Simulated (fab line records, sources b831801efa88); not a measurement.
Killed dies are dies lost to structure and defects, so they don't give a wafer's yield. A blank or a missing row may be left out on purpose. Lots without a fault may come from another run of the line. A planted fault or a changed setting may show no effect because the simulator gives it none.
Chamber matching | flow sky130 | SKY_POLY_GATE_ETCH_16 on rie_diel-04: 4 sister chambers
The step etches Si3N4 in CH3F/O2, stops on poly-Si, time 147.5 s, target depth 75 nm. 8 wafers are shown with their chamber, then 7 later ones without.

WAFERS WITH THEIR CHAMBER
wafer  | chamber | drypump_motor_current_A (A) | throttle_valve_pct (%)
L523.3 | 2       | 5.5                         | 10.534
L528.3 | 3       | 6.3                         | 10.539
L530.6 | 0       | 6.3                         | 10.529
L535.2 | 2       | 5.5                         | 10.529
L535.3 | 0       | 6.2                         | 10.538
L535.5 | 1       | 5.5                         | 10.525
L537.1 | 1       | 5.5                         | 10.533
L537.2 | 3       | 6.3                         | 10.546

WAFERS WITHOUT THEIR CHAMBER
wafer  | drypump_motor_current_A (A) | throttle_valve_pct (%)
L537.4 | 6.3                         | 10.524
L538.1 | 6.3                         | 10.538
L538.2 | 5.5                         | 10.542
L538.6 | 5.5                         | 10.528
L541.1 | 5.5                         | 10.532
L541.2 | 5.5                         | 10.537
L541.5 | 5.5                         | 10.534

WHICH CHAMBER EACH WENT THROUGH
wafer  | from the rows above     | in truth
L537.4 | can't be placed: 0 or 3 | 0
L538.1 | can't be placed: 3 or 0 | 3
L538.2 | can't be placed: 2 or 1 | 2
L538.6 | can't be placed: 1 or 2 | 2
L541.1 | can't be placed: 2 or 1 | 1
L541.2 | can't be placed: 2 or 1 | 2
L541.5 | can't be placed: 2 or 1 | 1
Placed correctly: 0 of 7. Can't be placed from these rows: 7 (the true chamber is among the candidates in 7). Placed wrongly: 0.
How it was worked out, from the rows above alone: a wafer's distance from a chamber is the root of the sum, over the readings, of the square of ((its reading less the chamber's mean) divided by the reading's scatter). The wafer belongs to the nearest chamber; if the next one is less than 2 further off, it can't be placed. A chamber's mean is the mean of its shown wafers. The scatter: the root of (the sum of the squares of (reading less its chamber's mean) over the shown wafers, divided by (wafers less chambers)).
